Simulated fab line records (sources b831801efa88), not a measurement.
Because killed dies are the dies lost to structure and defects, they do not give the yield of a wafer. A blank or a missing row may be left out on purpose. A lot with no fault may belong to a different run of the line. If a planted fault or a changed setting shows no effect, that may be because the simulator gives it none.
fab line records + flow sky130 + part 2 of 2: steps 25 to 34 of 34
[record]
- lots = 5
- wafers = 15
- last-day = 49
route steps=708 shown CAP2M@610 METAL4@621 VIA4@639
lots untouched by any fault: they come from a run of this same line in which no faults occurred
start-h: hours from the record's first day to the start of the lot's first wafer shown + wait-h: hours elapsed since this lot's preceding step + " the same as in the row above + L1.1+2: one row covering several wafers at once + - value missing, or start not given + * or withheld: withheld + < > ~ a bound
route shown NAME@n: names a module that has steps shown in the file, with the first one's number in the route + usual: average and standard deviation across the fault-free wafers + same: alike in all rows + chamber/n: place in a boat + sites: the reading at each site + _std_site: their standard deviation + _edge_site: inner sites' mean taken away from outer sites' mean + radius-mm: how far each site lies from the wafer's centre + mask NAME#n: copy n + behind: the last tool/chamber to shape the wafer + hold: why the lot went on hold/how many hours it stayed there/how the hold came to an end + device: the n, p or np transistor that did not switch + end of line: tests run on the same wafers once the route is complete + a step with no rows: only its recipe + killed: dies that structure and defects cost at the first sort, which is not the same as the wafer's yield + map: a wafer's dies, x killed, . not, _ none there
set.NAME: the run value of the setting; set.NAME@STEP: its run value at that earlier step + model.NAME: the simulator's own value behind a step, which no gauge read
certain route steps with their lots: each step a table, each wafer a row
services: from which hour (start-h, from the record's first day; less than 0 if before it) a tool's chamber was out of use, for how many hours, and why
[[steps]]
[step SKY_METAL4_METAL_ETCH_18]
[recipe]
- target-depth-a = 8450
- stop-on = SiO2
- over-etch-frac = 0.3
- time-s = 183.1
- chemistry = Cl2/BCl3
- resist-sidewall-deg = 88
- pressure-mtorr = 10
- icp-w = 900
- bias-w = 48.5
- Cl2_flow_sccm = 60
- bcl3-flow-sccm = 30
[usual]
- chamber-pressure-mTorr = 10.000/0.01
- drypump-motor-current-A = 6.16/0.24
- he-backside-leak-sccm = 3.3/0.35
- oes-product-au = 0.865/0.006
- throttle-valve-pct = 22.266/0.0096
| lot.wafer | tool         | chamber | start-h | wait-h | chamber-pressure-mTorr | drypump-motor-current-A | he-backside-leak-sccm | oes-product-au | rf-hours-counter-h | throttle-valve-pct |
|-----------|--------------|---------|---------|--------|------------------------|-------------------------|-----------------------|----------------|--------------------|--------------------|
| L077.1    | rie-metal-01 | 1       | 997.94  | 0.0    | 10.000                 | 6.54                    | 3.5                   | 0.861          | 11                 | 22.272             |
| L077.3    | "            | 0       | "       | "      | 9.998                  | 6.10                    | 3.2                   | 0.875          | -                  | 22.281             |
| L077.6    | "            | 1       | "       | "      | 9.995                  | 6.56                    | 3.1                   | 0.860          | -                  | 22.264             |
| L081.2    | rie-metal-01 | 0       | 1038.79 | 0.0    | 10.006                 | 6.09                    | 3.1                   | 0.859          | 5                  | 22.275             |
| L081.3    | "            | 0       | "       | "      | 9.987                  | 6.11                    | 3.0                   | 0.861          | -                  | 22.251             |
| L081.4    | "            | 1       | "       | "      | 9.995                  | 6.52                    | 3.4                   | 0.864          | -                  | 22.285             |
| L084.2    | rie-metal-01 | 1       | 1041.99 | 0.0    | 10.012                 | 6.57                    | 3.3                   | 0.862          | 14                 | 22.285             |
| L084.3    | "            | 1       | "       | "      | 10.007                 | 6.58                    | 3.4                   | 0.872          | -                  | 22.263             |
| L084.5    | "            | 0       | "       | "      | 10.009                 | 6.10                    | 3.1                   | 0.874          | -                  | 22.283             |
| L089.3    | rie-metal-02 | 1       | 1079.07 | 0.1    | 9.993                  | 6.24                    | 3.5                   | 0.867          | -                  | 22.272             |
| L089.5    | "            | 1       | "       | "      | 9.999                  | 6.26                    | 3.4                   | 0.870          | -                  | 22.266             |
| L089.6    | "            | 1       | "       | "      | 10.015                 | 6.24                    | 3.5                   | 0.874          | -                  | 22.265             |
| L091.4    | rie-metal-01 | 1       | 1090.46 | 0.1    | 10.015                 | 6.61                    | 3.5                   | 0.872          | -                  | 22.279             |
| L091.5    | "            | 0       | "       | "      | 10.005                 | 6.10                    | 3.2                   | 0.866          | -                  | 22.260             |
| L091.6    | "            | 1       | "       | "      | 10.004                 | 6.59                    | 3.3                   | 0.867          | -                  | 22.272             |
[step SKY_METAL4_STRIP_19]
[recipe]
- chemistry = O2/N2
- power-w = 1400
- pressure-mtorr = 1500
- platen-temp-c = withheld
- o2-flow-sccm = 3000
- n2-flow-sccm = 300
- overash-fraction = 0.5
[usual]
- chamber-pressure-mTorr = 1500.1/1.4
- drypump-motor-current-A = 5.7/0.44
- oes-product-au = 0.502/0.0049
- strip-time-to-endpoint-s = 6.53/0.057
| lot.wafer | tool            | chamber | start-h | wait-h | chamber-pressure-mTorr | drypump-motor-current-A | oes-product-au | rf-hours-counter-h | strip-time-to-endpoint-s |
|-----------|-----------------|---------|---------|--------|------------------------|-------------------------|----------------|--------------------|--------------------------|
| L077.1    | plasma-asher-02 | 1       | 998.12  | 0.1    | 1500.3                 | 6.4                     | 0.502          | 26                 | 6.52                     |
| L077.3    | "               | 0       | "       | "      | 1497.6                 | 5.6                     | 0.511          | -                  | 6.52                     |
| L077.6    | "               | 0       | "       | "      | 1500.1                 | 5.6                     | 0.498          | -                  | 6.55                     |
| L081.2    | plasma-asher-01 | 0       | 1038.97 | 0.1    | 1499.9                 | 6.1                     | 0.499          | 57                 | 6.57                     |
| L081.3    | "               | 0       | "       | "      | 1500.0                 | 6.2                     | 0.504          | -                  | 6.49                     |
| L081.4    | "               | 1       | "       | "      | 1500.0                 | 5.9                     | 0.507          | -                  | 6.58                     |
| L084.2    | plasma-asher-01 | 1       | 1042.17 | 0.1    | 1499.9                 | 5.9                     | 0.511          | 58                 | 6.59                     |
| L084.3    | "               | 1       | "       | "      | 1499.4                 | 5.9                     | 0.501          | -                  | 6.57                     |
| L084.5    | "               | 0       | "       | "      | 1501.5                 | 6.1                     | 0.500          | -                  | 6.58                     |
| L089.3    | plasma-asher-01 | 0       | 1079.34 | 0.2    | 1499.0                 | 6.1                     | 0.502          | -                  | 6.46                     |
| L089.5    | "               | 0       | "       | "      | 1497.3                 | 6.1                     | 0.497          | -                  | 6.37                     |
| L089.6    | "               | 1       | "       | "      | 1501.0                 | 5.9                     | 0.494          | -                  | 6.51                     |
| L091.4    | plasma-asher-03 | 0       | 1090.61 | 0.1    | 1497.2                 | 5.3                     | 0.499          | -                  | 6.55                     |
| L091.5    | "               | 0       | "       | "      | 1501.9                 | 5.3                     | 0.509          | -                  | 6.54                     |
| L091.6    | "               | 1       | "       | "      | 1502.6                 | 5.2                     | 0.497          | -                  | 6.56                     |
[step SKY_METAL4_STRIP_20]
[recipe]
- chemistry = post-etch-residue-remover
- time-s = 1200
- temp-c = 72.5
| lot.wafer  | tool         | chamber | start-h | wait-h |
|------------|--------------|---------|---------|--------|
| L077.1+3+6 | wet-bench-01 | 2       | 998.26  | 0.1    |
| L081.2+3+4 | wet-bench-01 | 2       | 1039.07 | 0.1    |
| L084.2+3+5 | wet-bench-01 | 1       | 1042.27 | 0.1    |
| L089.3+5+6 | wet-bench-04 | 0       | 1079.41 | 0.0    |
| L091.4+5+6 | wet-bench-04 | 0       | 1090.68 | 0.0    |
[step SKY_METAL4_CLEAN_21]
[recipe]
- chemistry = IPA
- time-s = 180
- temp-c = 25
| lot.wafer  | tool         | chamber | start-h | wait-h |
|------------|--------------|---------|---------|--------|
| L077.1+3+6 | wet-bench-01 | 2       | 998.63  | 0.0    |
| L081.2+3+4 | wet-bench-02 | 0       | 1039.41 | 0.0    |
| L084.2+3+5 | wet-bench-04 | 0       | 1042.61 | 0.0    |
| L089.3+5+6 | wet-bench-02 | 3       | 1079.75 | 0.0    |
| L091.4+5+6 | wet-bench-01 | 2       | 1091.05 | 0.0    |
[step SKY_METAL4_CLEAN_22]
[recipe]
- chemistry = O3/DIW
- dry = n2-spin
| lot.wafer  | tool         | chamber | start-h | wait-h |
|------------|--------------|---------|---------|--------|
| L077.1+3+6 | wet-bench-02 | 3       | 998.70  | 0.0    |
| L081.2+3+4 | wet-bench-04 | 3       | 1039.48 | 0.0    |
| L084.2+3+5 | wet-bench-01 | 0       | 1042.67 | 0.0    |
| L089.3+5+6 | wet-bench-01 | 3       | 1079.81 | 0.0    |
| L091.4+5+6 | wet-bench-04 | 1       | 1091.12 | 0.0    |
[step SKY_VIA4_HDPCVD_00]
[recipe]
- material = SiO2
- target-thk-nm = 1750
- sigma-open-frac = 0.3
- time-s = 291.7
- temp-c = 400
- sih4-flow-sccm = 60
- pressure-mtorr = 6
| lot.wafer  | tool      | chamber | start-h | wait-h |
|------------|-----------|---------|---------|--------|
| L077.1+3+6 | hdpcvd-02 | 2,0,2   | 998.79  | 0.0    |
| L081.2+3+4 | hdpcvd-02 | 1,2,0   | 1039.57 | 0.0    |
| L084.2+3+5 | hdpcvd-01 | 0,1,1   | 1042.76 | 0.0    |
| L089.3+5+6 | hdpcvd-01 | 1,2,0   | 1079.92 | 0.0    |
| L091.4+5+6 | hdpcvd-01 | 0,2,1   | 1091.31 | 0.1    |
[step SKY_VIA4_THK_MEAS_01]
[recipe]
- reads = SiO2_of_VIA4_HDPCVD_00
[usual]
- VIA4_HDPCVD_THK = 1750/16
| lot.wafer | tool          | chamber | start-h | wait-h | VIA4_HDPCVD_THK[nm] |
|-----------|---------------|---------|---------|--------|---------------------|
| L077.1    | film-metro-03 | -       | 998.97  | 0.1    | 1745                |
| L077.3    | "             | -       | "       | "      | 1757                |
| L077.6    | "             | -       | "       | "      | 1733                |
| L081.2    | film-metro-03 | -       | 1039.76 | 0.1    | 1763                |
| L081.3    | "             | -       | "       | "      | 1737                |
| L081.4    | "             | -       | "       | "      | 1739                |
| L084.2    | film-metro-01 | -       | 1042.95 | 0.1    | 1745                |
| L084.3    | "             | -       | "       | "      | 1737                |
| L084.5    | "             | -       | "       | "      | 1754                |
| L089.3    | film-metro-01 | -       | 1080.12 | 0.1    | 1736                |
| L089.5    | "             | -       | "       | "      | 1756                |
| L089.6    | "             | -       | "       | "      | 1729                |
| L091.4    | film-metro-01 | -       | 1091.43 | 0.0    | 1770                |
| L091.5    | "             | -       | "       | "      | 1758                |
| L091.6    | "             | -       | "       | "      | 1774                |
[step SKY_VIA4_CMP_02]
[recipe]
- material = SiO2
- down-force-psi = 4
- platen-rpm = 60
- pad-velocity-m-s = 0.94248
[usual]
- motor-current-A = 12.0/1
| lot.wafer | tool   | chamber | start-h | wait-h | motor-current-A |
|-----------|--------|---------|---------|--------|-----------------|
| L077.3    | cmp-02 | 1       | 999.11  | 0.1    | 14.4            |
| L077.1    | "      | 3       | "       | "      | 11.4            |
| L077.6    | "      | 2       | "       | "      | 11.0            |
| L081.2    | cmp-02 | 3       | 1039.81 | 0.0    | 11.5            |
| L081.4    | "      | 0       | "       | "      | 11.4            |
| L081.3    | "      | 2       | "       | "      | 10.3            |
| L084.2    | cmp-01 | 1       | 1043.10 | 0.1    | 10.9            |
| L084.3    | "      | 2       | "       | "      | 12.3            |
| L084.5    | "      | 0       | "       | "      | 13.0            |
| L089.3    | cmp-01 | 0       | 1080.16 | 0.0    | 12.8            |
| L089.5    | "      | 0       | "       | "      | 12.4            |
| L089.6    | "      | 1       | "       | "      | 11.1            |
| L091.4    | cmp-01 | 2       | 1092.27 | 0.8    | 11.9            |
| L091.5    | "      | 0       | "       | "      | 13.3            |
| L091.6    | "      | 1       | "       | "      | 10.8            |
[step SKY_VIA4_BOW_MEAS_03]
[recipe]
- mode = bow
[usual]
- VIA4_BOW = 80/8.3
| lot.wafer | tool          | chamber | start-h | wait-h | VIA4_BOW[um] |
|-----------|---------------|---------|---------|--------|--------------|
| L077.1    | film-metro-01 | -       | 999.41  | 0.1    | 78           |
| L077.3    | "             | -       | "       | "      | 78           |
| L077.6    | "             | -       | "       | "      | 89           |
| L081.2    | film-metro-01 | -       | 1040.13 | 0.3    | 84           |
| L081.3    | "             | -       | "       | "      | 88           |
| L081.4    | "             | -       | "       | "      | 76           |
| L084.2    | film-metro-04 | -       | 1043.32 | 0.2    | 88           |
| L084.3    | "             | -       | "       | "      | 74           |
| L084.5    | "             | -       | "       | "      | 85           |
| L089.3    | film-metro-03 | -       | 1080.50 | 0.3    | 71           |
| L089.5    | "             | -       | "       | "      | 91           |
| L089.6    | "             | -       | "       | "      | 83           |
| L091.4    | film-metro-03 | -       | 1092.53 | 0.2    | 89           |
| L091.5    | "             | -       | "       | "      | 92           |
| L091.6    | "             | -       | "       | "      | 97           |
[step SKY_VIA4_DEHYDRATE_04]
[recipe]
- temp-c = 200
- time-s = 60
[usual]
- exhaust-pa = 45.2/0.9
| lot.wafer | tool           | chamber | start-h | wait-h | exhaust-pa |
|-----------|----------------|---------|---------|--------|------------|
| L077.1    | litho-track-02 | 0       | 1009.95 | 10.5   | 44.4       |
| L077.3    | "              | 0       | "       | "      | 44.6       |
| L077.6    | "              | 0       | "       | "      | 44.5       |
| L081.2    | litho-track-01 | 0       | 1050.86 | 10.7   | 44.2       |
| L081.3    | "              | 0       | "       | "      | 43.3       |
| L081.4    | "              | 0       | "       | "      | 43.3       |
| L084.2    | litho-track-01 | 0       | 1053.76 | 10.4   | 44.8       |
| L084.3    | "              | 0       | "       | "      | 45.0       |
| L084.5    | "              | 0       | "       | "      | 45.6       |
| L089.3    | litho-track-04 | 0       | 1090.15 | 9.6    | 45.1       |
| L089.5    | "              | 0       | "       | "      | 46.6       |
| L089.6    | "              | 0       | "       | "      | 46.2       |
| L091.4    | litho-track-02 | 0       | 1101.52 | 9.0    | 46.2       |
| L091.5    | "              | 0       | "       | "      | 45.7       |
| L091.6    | "              | 0       | "       | "      | 45.6       |
[[services]]
| tool             | chamber | start-h | hours | kind   |
|------------------|---------|---------|-------|--------|
| krf-scanner-02   | -       | 944.99  | 0.8   | pm     |
| rie-metal-01     | -       | 954.52  | 0.3   | repair |
| rie-metal-02     | 1       | 973.83  | 2.1   | repair |
| plasma-asher-01  | -       | 986.96  | 5.2   | repair |
| krf-scanner-02   | -       | 991.50  | 1.0   | pm     |
| iline-stepper-01 | -       | 995.02  | 1.7   | pm     |
| krf-scanner-02   | -       | 998.74  | 1.3   | pm     |
| cmp-01           | -       | 1001.60 | 0.6   | repair |
| cmp-01           | -       | 1003.63 | 0.8   | repair |
| plasma-asher-01  | -       | 1004.01 | 12.9  | pm     |
| plasma-asher-02  | -       | 1016.52 | 2.8   | pm     |
| rie-metal-04     | -       | 1020.32 | 28.1  | pm     |
| plasma-asher-01  | -       | 1024.75 | 1.3   | repair |
| cmp-01           | -       | 1030.64 | 0.8   | repair |
| rie-metal-03     | 1       | 1034.65 | 12.2  | repair |
| cmp-01           | -       | 1053.99 | 0.3   | repair |
| cmp-01           | -       | 1054.85 | 2.2   | repair |
| plasma-asher-03  | -       | 1055.25 | 9.0   | pm     |
| rie-metal-03     | 0       | 1058.93 | 2.0   | repair |
| krf-scanner-02   | -       | 1060.57 | 0.8   | pm     |
| plasma-asher-03  | -       | 1084.83 | 1.2   | repair |
| wet-bench-02     | -       | 1086.76 | 27.4  | repair |
| rie-metal-01     | -       | 1096.16 | 1.0   | repair |
| rie-metal-02     | 0       | 1100.06 | 9.0   | repair |
